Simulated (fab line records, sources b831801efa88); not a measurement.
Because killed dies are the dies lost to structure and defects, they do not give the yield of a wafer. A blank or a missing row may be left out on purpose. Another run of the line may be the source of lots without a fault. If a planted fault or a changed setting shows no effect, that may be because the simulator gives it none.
fab line records	flow sfqLine
record lots=14	wafers=42	lastDay=85
route steps=325 shown JJ@193 M5@202 A5B@209
lots untouched by any fault: they come from a run of this same line in which no faults occurred
startH: start of the lot's first displayed wafer, in hours after the record's first day	waitH: time in hours since the lot's previous step	" as in the row above	L1.1+2: a single row standing in for several wafers	- no value, or no start was given	* or withheld: withheld	< > ~ a bound
route shown NAME@n: a module of which the file shows steps, and the number in the route of the first	usual: mean and standard deviation over wafers with no fault	same: alike in all rows	chamber/n: place in a boat	sites: each site's reading	_std_site: standard deviation across them	_edge_site: inner sites' mean taken away from outer sites' mean	radiusMm: for every site, how far away it sits from the centre of the wafer	mask NAME#n: copy n	behind: the most recent tool/chamber to have shaped the wafer	hold: why the lot was held/for how many hours/how that ended	device: whichever transistor did not switch (one of n, p or np)	end of line: tests of these same wafers at the route's end	step lacking rows: just its recipe	killed: the dies lost at the first sort to structure and to defects; this is not the yield of the wafer	map: per-die view of a wafer (x killed, . not killed, _ where there is no die)
set.NAME: the setting that was run; set.NAME@STEP: the one run at that earlier step	model.NAME: the simulator's own value behind a step, which no gauge read
a sample of lots followed through the steps of the route, with each step as a table and each wafer as a row
services: the hour from which a tool's chamber was out of use, counted from the record's first day as startH (under 0 if before that day), plus the number of hours and why
## steps
# step SFQ_TRILAYER_JJ_CE_BARC_OPEN_RIE_150
# recipe maskMaterial=PR	chemistry=O2	targetDepthNm=240	target=BARC	icpW=600	biasW=80	pressureMtorr=10	timeS=80
# usual drypumpMotorCurrentA=5.9/0.37	oesProductAu=0.538/0.0045
lot.wafer	tool	chamber	startH	waitH	drypumpMotorCurrentA	oesProductAu	rfHoursCounterH
L506.2	rieMetal-02	0	1044.86	0.8	5.5	0.537	91
L506.4	"	0	"	"	5.6	0.538	-
L506.5	"	1	"	"	6.5	0.540	-
L507.3	rieMetal-02	0	1052.53	0.6	5.6	0.544	-
L507.4	"	1	"	"	6.5	0.537	-
L507.5	"	0	"	"	5.6	0.540	-
L508.2	rieMetal-03	1	1053.69	0.8	6.1	0.536	111
L508.4	"	0	"	"	5.6	0.538	-
L508.5	"	1	"	"	6.1	0.543	-
L509.2	rieMetal-03	1	1057.54	0.8	6.1	0.534	112
L509.5	"	1	"	"	6.1	0.534	-
L509.6	"	0	"	"	5.6	0.533	-
L510.3	rieMetal-02	1	1058.77	0.6	6.5	0.534	-
L510.5	"	1	"	"	6.5	0.535	-
L510.6	"	0	"	"	5.6	0.541	-
L511.2	rieMetal-02	0	1068.58	0.8	5.6	0.538	94
L511.4	"	0	"	"	5.6	0.542	-
L511.6	"	0	"	"	5.6	0.537	-
L512.2	rieMetal-04	0	1228.88	0.8	5.9	0.540	108
L512.3	"	0	"	"	5.9	0.541	-
L512.4	"	1	"	"	5.4	0.540	-
L513.1	rieMetal-03	1	1231.28	1.0	6.1	0.534	140
L513.2	"	0	"	"	5.6	0.544	12
L513.3	"	0	"	"	5.6	0.544	-
L516.2	rieMetal-04	0	1375.79	0.8	5.9	0.533	15
L516.4	"	0	"	"	5.9	0.543	-
L516.6	"	1	"	"	5.4	0.542	-
L519.1	rieMetal-03	0	1386.71	1.0	5.5	0.542	33
L519.3	"	1	"	"	6.1	0.540	-
L519.4	"	0	"	"	5.6	0.543	-
L520.2	rieMetal-03	1	1390.31	0.8	6.2	0.538	7
L520.3	"	1	"	"	6.1	0.539	-
L520.4	"	0	"	"	5.6	0.537	-
L523.2	rieMetal-03	0	1394.04	0.8	5.6	0.540	34
L523.4	"	0	"	"	5.6	0.539	-
L523.6	"	1	"	"	6.1	0.541	-
L525.1	rieMetal-02	0	1433.79	1.0	5.6	0.536	5
L525.2	"	1	"	"	6.5	0.548	29
L525.3	"	1	"	"	6.5	0.535	-
L526.2	rieMetal-04	1	1439.79	0.8	5.4	0.537	141
L526.3	"	1	"	"	5.4	0.545	-
L526.6	"	1	"	"	5.4	0.536	-
# step SFQ_TRILAYER_JJ_CE_STRIP_STRIP_120
# recipe gas=O2	powerW=200	platenTempC=40	overashFraction=0.65	chemistry=O2	pressureMtorr=50
# usual drypumpMotorCurrentA=5.8/0.4	oesProductAu=1.000/0.0091
# same overashFraction=0.65
lot.wafer	tool	chamber	startH	waitH	drypumpMotorCurrentA	oesProductAu	rfHoursCounterH
L506.2	rieMetal-03	1	1045.56	0.0	6.1	1.003	109
L506.4	"	0	"	"	5.6	1.009	-
L506.5	"	1	"	"	6.1	1.006	-
L507.3	rieMetal-04	1	1053.64	0.4	5.4	1.010	-
L507.4	"	1	"	"	5.4	1.008	-
L507.5	"	1	"	"	5.3	1.007	-
L508.2	rieMetal-04	1	1054.64	0.2	5.4	1.000	-
L508.4	"	1	"	"	5.4	1.009	-
L508.5	"	1	"	"	5.3	0.991	-
L509.2	rieMetal-04	1	1058.48	0.2	5.4	0.987	-
L509.5	"	1	"	"	5.3	0.993	-
L509.6	"	1	"	"	5.4	0.997	-
L510.3	rieMetal-02	0	1059.63	0.2	5.6	0.993	-
L510.5	"	0	"	"	5.6	0.993	-
L510.6	"	0	"	"	5.6	0.993	-
L511.2	rieMetal-02	1	1069.32	0.0	6.5	1.001	123
L511.4	"	0	"	"	5.6	0.995	-
L511.6	"	1	"	"	6.5	1.001	-
L512.2	rieMetal-03	0	1229.58	0.0	5.6	1.014	11
L512.3	"	1	"	"	6.1	1.016	-
L512.4	"	0	"	"	5.6	1.016	-
L513.1	rieMetal-02	0	1231.98	0.0	5.6	0.992	118
L513.2	"	0	"	"	5.6	0.983	-
L513.3	"	0	"	"	5.6	0.993	-
L516.2	rieMetal-02	1	1376.53	0.0	6.5	1.007	18
L516.4	"	0	"	"	5.6	1.007	-
L516.6	"	0	"	"	5.6	1.004	-
L519.1	rieMetal-04	0	1387.46	0.0	5.9	1.000	17
L519.3	"	0	"	"	5.9	0.996	-
L519.4	"	1	"	"	5.4	0.991	-
L520.2	rieMetal-04	0	1391.06	0.0	5.9	0.989	17
L520.3	"	1	"	"	5.3	1.003	-
L520.4	"	0	"	"	5.9	0.992	-
L523.2	rieMetal-04	1	1394.78	0.0	5.3	1.011	135
L523.4	"	1	"	"	5.3	1.009	-
L523.6	"	0	"	"	5.8	0.994	-
L525.1	rieMetal-04	1	1434.49	0.0	5.4	1.000	140
L525.2	"	0	"	"	5.9	0.995	23
L525.3	"	0	"	"	5.9	0.994	-
L526.2	rieMetal-03	0	1440.54	0.0	5.6	0.991	40
L526.3	"	0	"	"	5.6	1.003	-
L526.6	"	0	"	"	5.5	1.003	-
# step SFQ_TRILAYER_M5_LITHO_PEB_126
# recipe pebTempC=115	pebTimeS=60	resist=KrF
# usual chillPlateTempC=23.02/0.098	exhaustPa=45.0/0.95	plateTempC=115.02/0.13
lot.wafer	tool	chamber	startH	waitH	chillPlateTempC	exhaustPa	plateTempC
L506.2	lithoTrack-04	0	1174.05	0.8	22.95	45.4	115.08
L506.4	"	0	"	"	23.15	45.7	115.04
L506.5	"	0	"	"	23.01	45.1	115.07
L507.3	lithoTrack-04	0	1180.90	0.7	23.02	44.2	114.97
L507.4	"	0	"	"	23.05	44.1	114.92
L507.5	"	0	"	"	23.02	44.4	114.88
L508.2	lithoTrack-03	0	1183.27	0.8	22.94	43.1	115.19
L508.4	"	0	"	"	22.93	43.7	115.37
L508.5	"	0	"	"	23.04	42.5	115.24
L509.2	lithoTrack-03	0	1185.67	0.8	23.17	45.1	115.03
L509.5	"	0	"	"	23.05	46.5	115.24
L509.6	"	0	"	"	22.97	45.8	115.04
L510.3	lithoTrack-04	0	1189.30	0.7	23.08	45.6	114.81
L510.5	"	0	"	"	22.97	44.3	115.14
L510.6	"	0	"	"	22.96	45.4	114.94
L511.2	lithoTrack-01	0	1198.87	0.8	22.86	44.6	114.88
L511.4	"	0	"	"	23.03	44.4	115.11
L511.6	"	0	"	"	22.84	45.1	115.02
L512.2	lithoTrack-04	0	1364.32	0.8	23.09	45.4	115.08
L512.3	"	0	"	"	22.79	44.7	115.09
L512.4	"	0	"	"	22.92	44.8	115.12
L513.1	lithoTrack-01	0	1366.01	1.0	23.19	44.7	114.91
L513.2	"	0	"	"	23.04	43.1	114.94
L513.3	"	0	"	"	22.99	46.7	115.09
L516.2	lithoTrack-03	0	1495.40	0.8	23.08	44.5	114.95
L516.4	"	0	"	"	22.98	44.6	115.00
L516.6	"	0	"	"	23.01	45.6	115.10
L519.1	lithoTrack-04	0	1506.30	1.0	23.07	45.2	114.93
L519.3	"	0	"	"	22.91	44.9	114.96
L519.4	"	0	"	"	23.10	45.6	115.03
L520.2	lithoTrack-01	0	1509.92	0.8	23.02	44.9	114.97
L520.3	"	0	"	"	23.08	45.4	115.16
L520.4	"	0	"	"	23.14	44.0	114.86
L523.2	lithoTrack-01	0	1514.72	0.8	23.04	45.6	114.87
L523.4	"	0	"	"	23.06	44.2	115.03
L523.6	"	0	"	"	23.05	44.8	114.99
L525.1	lithoTrack-04	-	1549.70	1.0	-	-	-
L525.2	"	-	"	"	-	-	-
L525.3	"	-	"	"	-	-	-
L526.2	lithoTrack-01	-	1553.32	0.8	-	-	-
L526.3	"	-	"	"	-	-	-
L526.6	"	-	"	"	-	-	-
# step SFQ_TRILAYER_A5B_DEP_PECVD_129
# recipe material=SiO2	tempC=150	timeS=133.33	pressureTorr=2.4	rfW=183.3	precursor=SiH4/N2O	targetThkNm=600
# usual chamberPressureTorr=2.400/0.0058	heaterPowerW=83/23	throttleValvePct=25.2/1.2
lot.wafer	tool	chamber	startH	waitH	chamberPressureTorr	heaterPowerW	throttleValvePct
L506.2	pecvd-01	2	1175.39	0.0	2.393	77	24.9
L506.4	"	0	"	"	2.410	68	22.9
L506.5	"	1	"	"	2.391	122	23.1
L507.3	pecvd-02	1	1182.23	0.0	2.395	113	25.3
L507.4	"	1	"	"	2.394	96	25.3
L507.5	"	2	"	"	2.408	38	25.7
L508.2	pecvd-02	0	1184.61	0.0	2.394	104	23.8
L508.4	"	1	"	"	2.398	110	25.4
L508.5	"	0	"	"	2.399	108	23.7
L509.2	pecvd-01	1	1187.01	0.0	2.404	113	22.7
L509.5	"	2	"	"	2.401	77	25.0
L509.6	"	1	"	"	2.402	118	23.0
L510.3	pecvd-02	0	1190.66	0.0	2.409	107	23.6
L510.5	"	0	"	"	2.401	110	24.1
L510.6	"	2	"	"	2.398	40	26.0
L511.2	pecvd-02	2	1200.21	0.0	2.397	42	25.8
L511.4	"	0	"	"	2.401	92	23.8
L511.6	"	2	"	"	2.395	42	25.8
L512.2	pecvd-04	2	1365.66	0.0	2.404	81	25.1
L512.3	"	1	"	"	2.398	69	27.0
L512.4	"	1	"	"	2.404	74	26.9
L513.1	pecvd-01	1	1367.37	0.0	2.398	120	23.3
L513.2	"	0	"	"	2.396	70	23.3
L513.3	"	2	"	"	2.410	76	26.1
L516.2	pecvd-02	1	1496.74	0.0	2.388	104	26.3
L516.4	"	2	"	"	2.403	34	26.9
L516.6	"	0	"	"	2.404	91	24.5
L519.1	pecvd-04	2	1507.66	0.0	2.398	85	25.3
L519.3	"	1	"	"	2.396	79	26.7
L519.4	"	2	"	"	2.392	70	25.3
L520.2	pecvd-02	2	1511.44	0.0	2.399	36	26.4
L520.3	"	1	"	"	2.408	109	25.9
L520.4	"	0	"	"	2.408	91	24.5
L523.2	pecvd-02	1	1516.06	0.0	2.396	109	26.0
L523.4	"	0	"	"	2.407	99	24.5
L523.6	"	1	"	"	2.404	94	25.8
L525.1	pecvd-04	1	1551.24	0.0	2.403	66	26.7
L525.2	"	2	"	"	2.405	72	25.2
L525.3	"	0	"	"	2.408	79	24.8
L526.2	pecvd-02	1	1554.66	0.0	2.399	99	26.1
L526.3	"	0	"	"	2.402	108	24.7
L526.6	"	1	"	"	2.383	106	26.0
## services
tool	chamber	startH	hours	kind
pecvd-02	1	1024.48	5.6	repair
pecvd-02	0	1028.58	19.9	repair
rieMetal-04	1	1036.43	8.0	repair
rieMetal-02	0	1038.25	2.3	repair
pecvd-02	-	1042.21	4.3	pm
rieMetal-04	-	1090.39	2.8	pm
pecvd-02	-	1111.96	5.5	pm
pecvd-02	-	1126.48	2.3	repair
pecvd-02	-	1153.91	0.6	repair
rieMetal-04	-	1154.38	1.1	repair
pecvd-02	-	1165.07	14.6	pm
rieMetal-02	-	1165.26	0.6	repair
pecvd-02	1	1188.16	4.3	repair
rieMetal-04	-	1192.87	0.3	repair
rieMetal-02	-	1282.96	0.4	repair
rieMetal-04	1	1307.77	10.1	repair
rieMetal-02	1	1349.05	4.8	repair
rieMetal-02	-	1357.02	0.9	repair
pecvd-02	1	1364.48	16.4	repair
rieMetal-02	-	1416.06	1.4	pm
rieMetal-02	-	1485.90	0.4	repair
rieMetal-02	1	1494.15	3.6	repair
rieMetal-02	0	1506.54	4.9	repair
rieMetal-03	-	1529.49	0.8	repair
## key
firstSign step=SFQ_TRILAYER_M5_LITHO_PEB_126	reading=toolRecord	direction=missing
effect none on later readings
metAt SFQ_TRILAYER_M5_LITHO_PEB_126
struckLots L525,L526
notActingAt SFQ_TRILAYER_JJ_CE_BARC_OPEN_RIE_150,SFQ_TRILAYER_JJ_CE_STRIP_STRIP_120,SFQ_TRILAYER_A5B_DEP_PECVD_129
onsetBetween 1514.72 1549.70
fault kind=skippedStepWhole	tool=lithoTrack-01,lithoTrack-04	chamber=-	onsetH=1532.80	steps=SFQ_TRILAYER_M5_LITHO_PEB_126	scope=struckLotsOnly
